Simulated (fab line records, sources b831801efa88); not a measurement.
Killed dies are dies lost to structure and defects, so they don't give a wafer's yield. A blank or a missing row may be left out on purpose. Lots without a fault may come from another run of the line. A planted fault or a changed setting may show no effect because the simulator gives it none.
Which tool did it? | flow sky130 | 15 lots, 45 wafers sampled, at 5 steps of a route of 708

WHAT THE GAUGES READ, wafer by wafer
SKY_METAL2_CD_MEAS_15: target cd 140 nm.
lot  | measured     | on        | cd_nm (nm)
L420 | day 34 21:40 | cd_sem-01 | 139.7 139.7 139.1
L421 | day 35 02:01 | cd_sem-01 | 140.4 139.5 139.8
L423 | day 35 22:14 | cd_sem-02 | 139.3 141.2 141.2
L424 | day 36 16:30 | cd_sem-01 | 138.2 138.4 138.0
L428 | day 37 17:13 | cd_sem-02 | 138.8 139.6 140.1
L427 | day 37 18:28 | cd_sem-02 | 140.9 140.1 140.3
L430 | day 38 02:31 | cd_sem-02 | 138.4 137.4 138.1
L429 | day 38 04:05 | cd_sem-01 | 138.0 137.1 135.7
L431 | day 38 11:14 | cd_sem-02 | 140.1 140.2 141.3
L435 | day 40 05:22 | cd_sem-02 | 141.4 140.4 140.2
L439 | day 40 21:11 | cd_sem-02 | 139.9 141.4 140.0
L440 | day 41 06:09 | cd_sem-02 | 137.4 138.5 138.0
L441 | day 41 09:56 | cd_sem-02 | 141.2 140.9 140.9
L442 | day 42 03:49 | cd_sem-01 | 139.1 139.3 138.6
L443 | day 42 06:28 | cd_sem-02 | 138.9 138.7 137.8

SKY_VIA2_CD_MEAS_12: target cd 200 nm.
lot  | measured     | on        | cd_nm (nm)
L420 | day 36 01:19 | cd_sem-02 | 199.7 199.8 197.5
L421 | day 36 05:22 | cd_sem-01 | 201.4 201.5 200.6
L423 | day 37 01:53 | cd_sem-01 | 202.3 201.7 202.6
L424 | day 37 19:06 | cd_sem-01 | 200.0 199.5 199.6
L428 | day 38 20:09 | cd_sem-01 | 199.4 201.2 202.0
L427 | day 38 21:19 | cd_sem-01 | 198.5 199.8 199.1
L430 | day 39 05:28 | cd_sem-02 | 197.8 198.2 198.5
L429 | day 39 06:41 | cd_sem-02 | 197.7 197.4 198.4
L431 | day 39 13:23 | cd_sem-02 | 201.5 200.2 200.0
L435 | day 41 07:37 | cd_sem-02 | 200.2 200.6 198.9
L439 | day 41 22:35 | cd_sem-02 | 199.4 199.9 199.6
L440 | day 42 07:36 | cd_sem-02 | 200.3 200.6 199.8
L441 | day 42 10:56 | cd_sem-02 | 200.2 200.4 200.2
L442 | day 43 04:19 | cd_sem-02 | 199.8 202.0 202.2
L443 | day 43 07:07 | cd_sem-01 | 201.3 199.7 200.6

SKY_CAPM_RS_MEAS_03: measures by four-point-probe.
lot  | measured     | on            | CAPM_TIN_RS (ohm/sq)
L420 | day 36 03:13 | film_metro-01 | 6.88 6.98 6.92
L421 | day 36 07:14 | film_metro-02 | 6.97 6.83 6.86
L423 | day 37 03:59 | film_metro-01 | 6.96 6.99 7.02
L424 | day 37 20:59 | film_metro-02 | 6.88 6.89 6.86
L428 | day 38 22:04 | film_metro-02 | 6.80 6.90 6.90
L427 | day 38 23:11 | film_metro-02 | 7.00 6.90 6.99
L430 | day 39 07:22 | film_metro-01 | - - -
L429 | day 39 08:37 | film_metro-01 | - - -
L431 | day 39 15:16 | film_metro-02 | - - -
L435 | day 41 09:29 | film_metro-02 | 6.94 6.93 7.02
L439 | day 42 00:28 | film_metro-01 | 6.89 6.86 6.83
L440 | day 42 09:31 | film_metro-04 | 6.87 6.84 6.92
L441 | day 42 12:48 | film_metro-01 | 7.11 6.91 6.96
L442 | day 43 06:11 | film_metro-04 | 6.93 6.88 6.86
L443 | day 43 09:00 | film_metro-01 | 6.85 6.85 6.92

SKY_CAPM_THK_MEAS_04: measures by xrf.
lot  | measured     | on            | CAPM_TIN_THK (nm)
L420 | day 36 03:20 | film_metro-01 | 203.4 200.4 201.2
L421 | day 36 07:20 | film_metro-02 | 202.2 206.3 205.1
L423 | day 37 04:06 | film_metro-01 | 197.8 197.4 197.4
L424 | day 37 21:05 | film_metro-02 | 204.0 203.9 204.9
L428 | day 38 22:10 | film_metro-02 | 205.8 202.8 203.1
L427 | day 38 23:17 | film_metro-02 | 200.4 203.5 199.9
L430 | day 39 07:29 | film_metro-01 | <0.0 <0.0 <0.0
L429 | day 39 08:44 | film_metro-01 | <0.0 <0.0 <0.0
L431 | day 39 15:23 | film_metro-02 | <0.0 <0.0 <0.0
L435 | day 41 09:36 | film_metro-02 | 202.9 203.7 200.3
L439 | day 42 00:34 | film_metro-01 | 200.1 201.1 201.2
L440 | day 42 09:37 | film_metro-04 | 201.2 201.3 200.2
L441 | day 42 12:55 | film_metro-01 | 194.5 200.4 197.9
L442 | day 43 06:19 | film_metro-04 | 199.4 201.1 202.2
L443 | day 43 09:07 | film_metro-01 | 202.4 201.8 199.5

WHICH TOOL RAN EACH LOT (tool, then ch and the chambers of the sampled wafers, then the start)
lot  | SKY_CAPM_SPUTTER_02
L420 | pvd_sputter-03, day 36 03:06
L421 | pvd_sputter-01, day 36 07:05
L423 | pvd_sputter-03, day 37 03:52
L424 | pvd_sputter-03, day 37 20:50
L428 | pvd_sputter-04, day 38 21:55
L427 | pvd_sputter-03, day 38 23:01
L430 | pvd_sputter-03, day 39 07:16
L429 | pvd_sputter-03, day 39 08:30
L431 | pvd_sputter-04, day 39 15:08
L435 | pvd_sputter-03, day 41 09:22
L439 | pvd_sputter-04, day 42 00:20
L440 | pvd_sputter-03, day 42 09:22
L441 | pvd_sputter-04, day 42 12:40
L442 | pvd_sputter-03, day 43 06:05
L443 | pvd_sputter-03, day 43 08:53
- SKY_CAPM_SPUTTER_02: material TiN, target thk 200 nm, time 166.7 s.

WHAT THE TOOLS THEMSELVES READ (means of the sampled wafers that have a number; where no wafer has one, the mark that the record gives instead)
SKY_CAPM_SPUTTER_02.
lot  | tool           | cathode_dc_power_W (W) | chamber_pressure_pa (Pa) | throttle_valve_pct (%)
L420 | pvd_sputter-03 | 6501.5                 | 0.4002                   | 29.7
L421 | pvd_sputter-01 | 6500.1                 | 0.3998                   | 29.4
L423 | pvd_sputter-03 | 6499.2                 | 0.4005                   | 30.3
L424 | pvd_sputter-03 | 6499.5                 | 0.3999                   | 30.1
L428 | pvd_sputter-04 | 6500.9                 | 0.4004                   | 29.6
L427 | pvd_sputter-03 | 6500.2                 | 0.4011                   | 30.3
L430 | pvd_sputter-03 | -                      | -                        | -
L429 | pvd_sputter-03 | -                      | -                        | -
L431 | pvd_sputter-04 | -                      | -                        | -
L435 | pvd_sputter-03 | 6501.4                 | 0.3991                   | 28.8
L439 | pvd_sputter-04 | 6500.5                 | 0.4000                   | 29.7
L440 | pvd_sputter-03 | 6500.4                 | 0.3997                   | 30.3
L441 | pvd_sputter-04 | 6499.9                 | 0.3999                   | 29.9
L442 | pvd_sputter-03 | 6499.3                 | 0.4002                   | 29.5
L443 | pvd_sputter-03 | 6500.4                 | 0.3999                   | 30.3

THE ANSWER, worked out from the rows above alone
Rule: what is usual is taken from the lots themselves. Put in order of their means at a reading, lots are off if they are a third of the lots or fewer, leave a main group of 4 or more, and stand apart from it by a gap of 3 or more times the standard deviation of the main group's means; of several such gaps the widest counts. A main group whose means are all the same, to the digits that the tables above print for the reading, isn't used. A lot without any number at a reading at which 4 lots or more have one is off too. The other lots that the step has rows for count as sound. The gauges are gone through in route order, then the tools' own readings, and for those a lot's mean is taken as printed above. The first step at which some lot is off is used, and at that step the reading that is off furthest; a lot without a number counts as furthest.
Off: L430, L429, L431, at SKY_CAPM_RS_MEAS_03 (CAPM_TIN_RS). Without a number there: L430, L429, L431. The main group: mean 6.91 ohm/sq, standard deviation 0.048.
A tool fits if, at a process step before that reading, it ran every lot that is off, and no sound lot after the first of them. The gauges at SKY_CAPM_RS_MEAS_03 aren't tried: what is off there is off at SKY_CAPM_SPUTTER_02 too, on other tools, and a gauge's error can't cause that. None of those tried fits.

WHAT THE SIMULATOR HAD PUT IN
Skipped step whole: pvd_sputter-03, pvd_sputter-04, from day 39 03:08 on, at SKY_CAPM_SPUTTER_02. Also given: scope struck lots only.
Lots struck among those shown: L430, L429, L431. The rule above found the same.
